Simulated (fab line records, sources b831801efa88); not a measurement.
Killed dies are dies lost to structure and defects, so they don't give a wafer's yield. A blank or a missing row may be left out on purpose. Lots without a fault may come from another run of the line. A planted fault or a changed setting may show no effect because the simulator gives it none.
Which tool did it? | flow gf180mcu | 24 lots, 72 wafers sampled, at 5 steps of a route of 602

WHAT THE GAUGES READ, wafer by wafer
GF_V4_RS_MEAS_24: measures by four-point-probe. Usual: V4_W_RS 0.328 ohm/sq, standard deviation 0.0033.
lot  | measured     | on            | V4_W_RS (ohm/sq)  | flag
L074 | day 25 02:02 | film_metro-01 | 0.323 0.321 0.324 |
L075 | day 25 02:46 | film_metro-01 | 0.330 0.329 0.333 |
L076 | day 25 08:08 | film_metro-01 | 0.321 0.324 0.321 |
L077 | day 25 13:31 | film_metro-01 | 0.327 0.328 0.326 |
L078 | day 25 18:55 | film_metro-01 | 0.329 0.325 0.327 |
L079 | day 26 14:24 | film_metro-02 | 0.332 0.328 0.331 |
L080 | day 27 00:28 | film_metro-04 | 0.326 0.323 0.327 |
L081 | day 27 01:01 | film_metro-02 | 0.324 0.325 0.322 |
L082 | day 27 03:16 | film_metro-02 | 0.328 0.325 0.330 |
L083 | day 27 14:33 | film_metro-04 | 0.327 0.332 0.332 |
L084 | day 28 06:34 | film_metro-01 | 0.329 0.329 0.331 |
L085 | day 28 11:50 | film_metro-01 | 0.328 0.327 0.331 |
L086 | day 28 15:10 | film_metro-01 | 0.329 0.330 0.327 |
L087 | day 28 19:34 | film_metro-04 | 0.330 0.329 0.328 |
L088 | day 28 23:32 | film_metro-02 | 0.333 0.331 0.332 |
L090 | day 29 21:44 | film_metro-02 | 0.334 0.331 0.326 |
L089 | day 29 22:51 | film_metro-02 | 0.333 0.330 0.326 |
L091 | day 30 06:58 | film_metro-02 | 0.329 0.324 0.329 |
L092 | day 30 09:01 | film_metro-01 | 0.329 0.325 0.325 |
L093 | day 30 14:08 | film_metro-02 | 0.331 0.329 0.329 |
L094 | day 30 21:18 | film_metro-01 | 0.333 0.331 0.328 |
L095 | day 31 00:04 | film_metro-02 | 0.333 0.330 0.331 |
L096 | day 31 05:20 | film_metro-02 | 0.329 0.330 0.330 |
L097 | day 31 10:46 | film_metro-01 | 0.326 0.326 0.325 |

WHICH TOOL RAN EACH LOT (tool, then ch and the chambers of the sampled wafers, then the start)
lot  | GF_M3_SPUTTER_04             | GF_M3_STRIP_17                       | GF_M4_SPUTTER_04             | GF_V4_SPUTTER_21
L074 | pvd_sputter-03, day 21 00:44 | plasma_asher-02 ch 0,1, day 22 01:14 | pvd_sputter-03, day 23 03:17 | pvd_sputter-04, day 25 01:48
L075 | pvd_sputter-04, day 21 01:21 | plasma_asher-02 ch 0,1, day 22 01:47 | pvd_sputter-02, day 23 03:59 | pvd_sputter-01, day 25 02:33
L076 | pvd_sputter-04, day 21 07:12 | plasma_asher-01 ch 0,1, day 22 06:49 | pvd_sputter-03, day 23 08:42 | pvd_sputter-01, day 25 07:55
L077 | pvd_sputter-02, day 21 14:23 | plasma_asher-02 ch 0,1, day 22 13:41 | pvd_sputter-03, day 23 15:37 | pvd_sputter-01, day 25 13:19
L078 | pvd_sputter-02, day 21 19:53 | plasma_asher-01 ch 0,1, day 22 18:49 | pvd_sputter-02, day 23 20:11 | pvd_sputter-04, day 25 18:43
L079 | pvd_sputter-03, day 22 16:58 | plasma_asher-01 ch 0,1, day 23 16:53 | pvd_sputter-03, day 24 17:27 | pvd_sputter-04, day 26 14:09
L080 | pvd_sputter-04, day 23 04:24 | plasma_asher-03 ch 1, day 24 03:32   | pvd_sputter-02, day 25 04:05 | pvd_sputter-04, day 27 00:14
L081 | pvd_sputter-03, day 23 04:52 | plasma_asher-02 ch 0,1, day 24 03:53 | pvd_sputter-01, day 25 04:32 | pvd_sputter-03, day 27 00:48
L082 | pvd_sputter-04, day 23 07:27 | plasma_asher-02 ch 0,1, day 24 06:07 | pvd_sputter-02, day 25 07:00 | pvd_sputter-04, day 27 03:02
L083 | pvd_sputter-03, day 23 19:48 | plasma_asher-01 ch 0,1, day 24 17:57 | pvd_sputter-02, day 25 18:07 | pvd_sputter-01, day 27 14:18
L084 | pvd_sputter-04, day 24 13:49 | plasma_asher-03 ch 0,1, day 25 11:43 | pvd_sputter-03, day 26 11:17 | pvd_sputter-04, day 28 06:20
L085 | pvd_sputter-03, day 24 20:08 | plasma_asher-03 ch 0,1, day 25 17:37 | pvd_sputter-03, day 26 17:33 | pvd_sputter-04, day 28 11:35
L086 | pvd_sputter-03, day 24 23:26 | plasma_asher-03 ch 0, day 25 20:52   | pvd_sputter-02, day 26 20:56 | pvd_sputter-04, day 28 14:58
L087 | pvd_sputter-04, day 25 04:50 | plasma_asher-01 ch 0,1, day 26 01:53 | pvd_sputter-01, day 27 01:32 | pvd_sputter-03, day 28 19:20
L088 | pvd_sputter-02, day 25 09:48 | plasma_asher-01 ch 0,1, day 26 06:45 | pvd_sputter-01, day 27 06:11 | pvd_sputter-01, day 28 23:17
L090 | pvd_sputter-04, day 26 08:19 | plasma_asher-01 ch 0,1, day 27 05:35 | pvd_sputter-02, day 28 04:09 | pvd_sputter-03, day 29 21:30
L089 | pvd_sputter-04, day 26 10:43 | plasma_asher-03 ch 0, day 27 06:43   | pvd_sputter-03, day 28 05:29 | pvd_sputter-01, day 29 22:38
L091 | pvd_sputter-03, day 26 19:05 | plasma_asher-02 ch 0,1, day 27 15:35 | pvd_sputter-01, day 28 14:21 | pvd_sputter-01, day 30 06:44
L092 | pvd_sputter-03, day 26 21:32 | plasma_asher-01 ch 0,1, day 27 18:11 | pvd_sputter-03, day 28 16:37 | pvd_sputter-03, day 30 08:46
L093 | pvd_sputter-03, day 27 03:16 | plasma_asher-03 ch 0,1, day 27 23:33 | pvd_sputter-02, day 28 22:17 | pvd_sputter-01, day 30 13:54
L094 | pvd_sputter-04, day 27 11:37 | plasma_asher-01 ch 0,1, day 28 07:34 | pvd_sputter-03, day 29 04:59 | pvd_sputter-04, day 30 21:05
L095 | pvd_sputter-02, day 27 16:39 | plasma_asher-01 ch 0,1, day 28 12:25 | pvd_sputter-03, day 29 09:24 | pvd_sputter-03, day 30 23:51
L096 | pvd_sputter-03, day 27 19:25 | plasma_asher-01 ch 0,1, day 28 15:37 | pvd_sputter-03, day 29 13:53 | pvd_sputter-01, day 31 05:08
L097 | pvd_sputter-04, day 28 03:10 | plasma_asher-01 ch 0,1, day 28 22:07 | pvd_sputter-01, day 29 20:05 | pvd_sputter-03, day 31 10:33
- GF_M3_SPUTTER_04: material TiN, target thk 50 nm, time 41.7 s.
- GF_M3_STRIP_17: strips in O2/N2.
- GF_M4_SPUTTER_04: material TiN, target thk 50 nm, time 41.7 s.
- GF_V4_SPUTTER_21: material Ti, target thk 15 nm, time 80.02 s.

WHAT THE TOOLS THEMSELVES READ (means of the sampled wafers that have a number; where no wafer has one, the mark that the record gives instead)
GF_M3_SPUTTER_04. Usual: chamber_pressure_pa 0.4001 Pa, standard deviation 0.00082; throttle_valve_pct 30.0 %, standard deviation 0.82.
lot  | tool           | chamber_pressure_pa (Pa) | throttle_valve_pct (%) | flag
L074 | pvd_sputter-03 | 0.4007                   | 29.6                   |
L075 | pvd_sputter-04 | 0.3994                   | 30.0                   |
L076 | pvd_sputter-04 | 0.4000                   | 29.8                   |
L077 | pvd_sputter-02 | 0.4001                   | 30.1                   |
L078 | pvd_sputter-02 | 0.4000                   | 29.3                   |
L079 | pvd_sputter-03 | 0.4001                   | 29.8                   |
L080 | pvd_sputter-04 | 0.4006                   | 29.8                   |
L081 | pvd_sputter-03 | 0.4000                   | 29.6                   |
L082 | pvd_sputter-04 | 0.4000                   | 30.2                   |
L083 | pvd_sputter-03 | 0.4010                   | 30.0                   |
L084 | pvd_sputter-04 | 0.4002                   | 30.6                   |
L085 | pvd_sputter-03 | 0.3990                   | 29.9                   |
L086 | pvd_sputter-03 | 0.4003                   | 30.3                   |
L087 | pvd_sputter-04 | 0.4005                   | 30.8                   |
L088 | pvd_sputter-02 | 0.3998                   | 29.5                   |
L090 | pvd_sputter-04 | 0.4004                   | 30.0                   |
L089 | pvd_sputter-04 | 0.4002                   | 30.9                   |
L091 | pvd_sputter-03 | 0.4000                   | 30.1                   |
L092 | pvd_sputter-03 | 0.4006                   | 30.2                   |
L093 | pvd_sputter-03 | 0.4006                   | 29.5                   |
L094 | pvd_sputter-04 | 0.3988                   | 30.0                   |
L095 | pvd_sputter-02 | 0.3992                   | 29.6                   |
L096 | pvd_sputter-03 | 0.4008                   | 29.5                   |
L097 | pvd_sputter-04 | 0.4001                   | 31.0                   |

GF_M3_STRIP_17. Usual: drypump_motor_current_A 5.5 A, standard deviation 0.45; heater_power_w 359 W, standard deviation 28; oes_product_au 0.558 a.u., standard deviation 0.0042; strip_time_to_endpoint_s 7.88 s, standard deviation 0.033.
lot  | tool            | drypump_motor_current_A (A) | heater_power_w (W) | oes_product_au (a.u.) | strip_time_to_endpoint_s (s) | flag
L074 | plasma_asher-02 | 5.8                         | 388                | 0.557                 | 7.87                         |
L075 | plasma_asher-02 | 5.7                         | 376                | 0.557                 | 7.92                         |
L076 | plasma_asher-01 | 5.2                         | 348                | 0.558                 | 7.88                         |
L077 | plasma_asher-02 | 5.8                         | 398                | 0.558                 | 7.89                         |
L078 | plasma_asher-01 | 5.5                         | 343                | 0.559                 | 7.87                         |
L079 | plasma_asher-01 | 5.5                         | 339                | 0.559                 | 7.85                         |
L080 | plasma_asher-03 | 5.7                         | 347                | 0.554                 | 7.86                         |
L081 | plasma_asher-02 | 5.9                         | 398                | 0.557                 | 7.89                         |
L082 | plasma_asher-02 | 5.7                         | 369                | 0.560                 | 7.89                         |
L083 | plasma_asher-01 | 5.5                         | 343                | 0.564                 | 7.88                         |
L084 | plasma_asher-03 | 5.6                         | 378                | 0.556                 | 7.88                         |
L085 | plasma_asher-03 | 5.6                         | 371                | 0.556                 | 7.91                         |
L086 | plasma_asher-03 | 5.6                         | 386                | 0.556                 | 7.87                         |
L087 | plasma_asher-01 | 5.5                         | 341                | 0.558                 | 7.92                         |
L088 | plasma_asher-01 | 5.2                         | 338                | 0.555                 | 7.86                         |
L090 | plasma_asher-01 | 5.2                         | 341                | 0.560                 | 7.88                         |
L089 | plasma_asher-03 | 5.5                         | 393                | 0.557                 | 7.91                         |
L091 | plasma_asher-02 | 5.8                         | 399                | 0.556                 | 7.84                         |
L092 | plasma_asher-01 | 5.5                         | 340                | 0.560                 | 7.88                         |
L093 | plasma_asher-03 | 5.6                         | 374                | 0.559                 | 7.91                         |
L094 | plasma_asher-01 | 5.2                         | 347                | 0.557                 | 7.88                         |
L095 | plasma_asher-01 | 5.5                         | 346                | 0.561                 | 7.87                         |
L096 | plasma_asher-01 | 5.5                         | 343                | 0.553                 | 7.80                         |
L097 | plasma_asher-01 | 5.2                         | 344                | 0.560                 | 7.88                         |

GF_M4_SPUTTER_04. Usual: chamber_pressure_pa 0.4000 Pa, standard deviation 0.00082; throttle_valve_pct 30.0 %, standard deviation 0.8.
lot  | tool           | chamber_pressure_pa (Pa) | throttle_valve_pct (%) | flag
L074 | pvd_sputter-03 | 0.4005                   | 30.0                   |
L075 | pvd_sputter-02 | 0.4000                   | 29.9                   |
L076 | pvd_sputter-03 | 0.3994                   | 29.8                   |
L077 | pvd_sputter-03 | 0.4003                   | 30.2                   |
L078 | pvd_sputter-02 | 0.4006                   | 29.5                   |
L079 | pvd_sputter-03 | 0.3999                   | 29.4                   |
L080 | pvd_sputter-02 | 0.3996                   | 30.2                   |
L081 | pvd_sputter-01 | 0.3997                   | 30.5                   |
L082 | pvd_sputter-02 | 0.4001                   | 30.0                   |
L083 | pvd_sputter-02 | 0.4001                   | 29.9                   |
L084 | pvd_sputter-03 | 0.3999                   | 29.6                   |
L085 | pvd_sputter-03 | 0.3993                   | 30.2                   |
L086 | pvd_sputter-02 | 0.3995                   | 29.8                   |
L087 | pvd_sputter-01 | 0.3997                   | 31.0                   |
L088 | pvd_sputter-01 | 0.3995                   | 30.6                   |
L090 | pvd_sputter-02 | 0.3994                   | 29.5                   |
L089 | pvd_sputter-03 | 0.4002                   | 29.2                   |
L091 | pvd_sputter-01 | 0.4009                   | 30.5                   |
L092 | pvd_sputter-03 | 0.3998                   | 30.4                   |
L093 | pvd_sputter-02 | 0.4006                   | 29.4                   |
L094 | pvd_sputter-03 | 0.4003                   | 30.0                   |
L095 | pvd_sputter-03 | 0.3996                   | 29.9                   |
L096 | pvd_sputter-03 | 0.3986                   | 29.4                   |
L097 | pvd_sputter-01 | 0.3995                   | 30.6                   |

GF_V4_SPUTTER_21. Usual: chamber_pressure_pa 5.000 Pa, standard deviation 0.0087; throttle_valve_pct 30.3 %, standard deviation 0.84.
lot  | tool           | chamber_pressure_pa (Pa) | throttle_valve_pct (%) | flag
L074 | pvd_sputter-04 | 4.989                    | 30.1                   |
L075 | pvd_sputter-01 | 4.999                    | 30.4                   |
L076 | pvd_sputter-01 | 5.008                    | 30.4                   |
L077 | pvd_sputter-01 | 4.996                    | 30.8                   |
L078 | pvd_sputter-04 | 5.003                    | 29.5                   |
L079 | pvd_sputter-04 | 4.996                    | 30.4                   |
L080 | pvd_sputter-04 | 5.007                    | 29.5                   |
L081 | pvd_sputter-03 | 4.998                    | 30.2                   |
L082 | pvd_sputter-04 | 5.006                    | 30.5                   |
L083 | pvd_sputter-01 | 5.004                    | 30.8                   |
L084 | pvd_sputter-04 | 5.001                    | 30.0                   |
L085 | pvd_sputter-04 | 5.001                    | 29.2                   |
L086 | pvd_sputter-04 | 5.006                    | 30.2                   |
L087 | pvd_sputter-03 | 5.004                    | 29.3                   |
L088 | pvd_sputter-01 | 4.999                    | 30.9                   |
L090 | pvd_sputter-03 | 5.013                    | 29.5                   |
L089 | pvd_sputter-01 | 4.997                    | 31.0                   |
L091 | pvd_sputter-01 | 4.989                    | 31.3                   |
L092 | pvd_sputter-03 | 5.000                    | 30.1                   |
L093 | pvd_sputter-01 | 5.001                    | 31.2                   |
L094 | pvd_sputter-04 | 4.995                    | 30.6                   |
L095 | pvd_sputter-03 | 4.994                    | 29.6                   |
L096 | pvd_sputter-01 | 5.000                    | 30.5                   |
L097 | pvd_sputter-03 | 4.986                    | 30.0                   |

THE ANSWER, worked out from the rows above alone
Rule: a lot is off if the mean of its wafers that have a number lies more than 3 standard deviations from the usual mean. A lot without any number at a reading at which 4 lots or more have one is off too. The other lots that the step has rows for count as sound. The gauges are gone through in route order, then the tools' own readings, and for those a lot's mean is taken as printed above. The first step at which some lot is off is used, and at that step the reading that is off furthest; a lot without a number counts as furthest.
No lot is off at any reading shown: from this, nothing can be told.

WHAT THE SIMULATOR HAD PUT IN
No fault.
